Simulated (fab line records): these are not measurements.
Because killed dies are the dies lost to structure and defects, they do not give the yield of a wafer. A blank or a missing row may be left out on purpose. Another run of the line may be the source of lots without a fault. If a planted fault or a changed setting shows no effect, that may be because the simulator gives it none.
A single fault, viewed from 2 desks ; flow sky130 ; each desk holds nothing but its own numbers, with what lay behind them at the end

## TOOL OWNER'S DESK, implanter-04
For each lot that ran on this tool, the mean over its sampled wafers that have a number, from the tool's own readings at SKY_NWELL_IMPLANT_13. If a lot's mean is further than 4 standard deviations from the usual mean, the lot is out of limits and carries the mark OUT (the distance appears in the brackets).
Columns: A = dose_ions_cm2 at SKY_NWELL_IMPLANT_13, usual 7e+11; B = end_station_pressure_torr at SKY_NWELL_IMPLANT_13, usual 4.97e-06 Torr; C = faraday_current_uA at SKY_NWELL_IMPLANT_13, usual 3.94
lot;first seen here;A;B;C
L841;day 5 05:08;7e+11;4.93e-06;3.92
L843;day 5 19:56;7e+11;5.07e-06;3.87
L845;day 6 06:37;1e+12 (+99 or more) OUT;4.87e-06;6.79 (+36) OUT
L848;day 7 02:37;1e+12 (+99 or more) OUT;5.07e-06;6.77 (+36) OUT
L859;day 9 12:43;7e+11;5.21e-06;3.94
L860;day 9 19:16;7e+11;5.09e-06;3.92
This desk finds L845, L848 out of limits, L845 being first, at day 6 06:37 (dose_ions_cm2 at SKY_NWELL_IMPLANT_13). L841, L843, L859, L860 stayed within limits.

## FROM THE METROLOGY DESK
What the gauges read, lot by lot, whatever tool the lot ran on: means of the sampled wafers that have a number. If a lot's mean is further than 4 standard deviations from the usual mean, the lot is out of limits and carries the mark OUT (the distance appears in the brackets).
Columns: A = FIELD_ISO_OXIDATION_01_THK at SKY_FIELD_ISO_THK_MEAS_23, usual 10.07 nm; B = NWELL_RS at SKY_NWELL_RS_MEAS_29, usual 630.4 ohm/sq
lot;first seen here;A;B
L839;day 2 14:39;9.96;629.8
L841;day 2 22:04;10.02;630.9
L842;day 3 03:37;9.97;630.3
L843;day 3 10:51;9.92;628.5
L845;day 3 20:02;10.28;616.7 (-9.1) OUT
L848;day 4 11:47;9.87;615.0 (-10) OUT
L854;day 5 22:15;9.91;628.0
L855;day 6 00:39;10.04;630.1
L857;day 6 11:30;10.36;630.9
L859;day 6 19:28;10.16;630.1
L860;day 7 03:19;10.15;629.9
Per this desk, out of limits: L845, L848; the first was L845, day 7 01:28 (NWELL_RS at SKY_NWELL_RS_MEAS_29). L839, L841, L842, L843, L854, L855, L857, L859, L860 stayed within limits.

## PUT TOGETHER
An alarm could have come from the tool owner's desk at day 6 06:37, on L845, L848.
L845, L848 would have let the metrology desk raise an alarm at day 7 01:28.
All the named lots went through SKY_NWELL_IMPLANT_13 on implanter-04.

## WHAT WAS PUT IN BY THE SIMULATOR
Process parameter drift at SKY_NWELL_IMPLANT_13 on implanter-04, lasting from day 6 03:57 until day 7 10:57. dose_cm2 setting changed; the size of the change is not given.
Lots struck among those shown: L845, L848.
Hours from the fault's start to each desk's first reading out of limits: the tool owner's desk, 3; the metrology desk, 22.
